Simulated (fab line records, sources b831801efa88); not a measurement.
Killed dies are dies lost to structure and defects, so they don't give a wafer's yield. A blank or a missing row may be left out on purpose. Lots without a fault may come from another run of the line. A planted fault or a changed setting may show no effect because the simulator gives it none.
Which tool did it? | flow gf180mcu | 6 lots, 17 wafers sampled, at 1 step of a route of 602

WHAT THE GAUGES READ, wafer by wafer
GF_STI_THK_MEAS_02.
lot  | measured    | on            | STI_OXIDATION_THK (nm)
L386 | day 1 17:49 | film_metro-03 | 9.98 9.89 9.90
L388 | day 2 02:32 | film_metro-01 | 9.97 9.95 9.95
L392 | day 2 22:35 | film_metro-03 | 10.09 10.18 10.10
L396 | day 3 19:11 | film_metro-01 | 9.77 9.83
L400 | day 4 14:49 | film_metro-02 | 10.22 10.11 10.39
L407 | day 6 01:31 | film_metro-02 | 9.84 9.91 9.91

WHICH TOOL RAN EACH LOT (tool, then ch and the chambers of the sampled wafers, then the start)
The record holds no process step before these readings.

THE ANSWER, worked out from the rows above alone
Rule: what is usual is taken from the lots themselves. Put in order of their means at a reading, lots are off if they are a third of the lots or fewer, leave a main group of 4 or more, and stand apart from it by a gap of 3 or more times the standard deviation of the main group's means; of several such gaps the widest counts. A main group whose means are all the same, to the digits that the tables above print for the reading, isn't used. A lot without any number at a reading at which 4 lots or more have one is off too. The other lots that the step has rows for count as sound.
No lot is off at any reading shown: from this, nothing can be told.

WHAT THE SIMULATOR HAD PUT IN
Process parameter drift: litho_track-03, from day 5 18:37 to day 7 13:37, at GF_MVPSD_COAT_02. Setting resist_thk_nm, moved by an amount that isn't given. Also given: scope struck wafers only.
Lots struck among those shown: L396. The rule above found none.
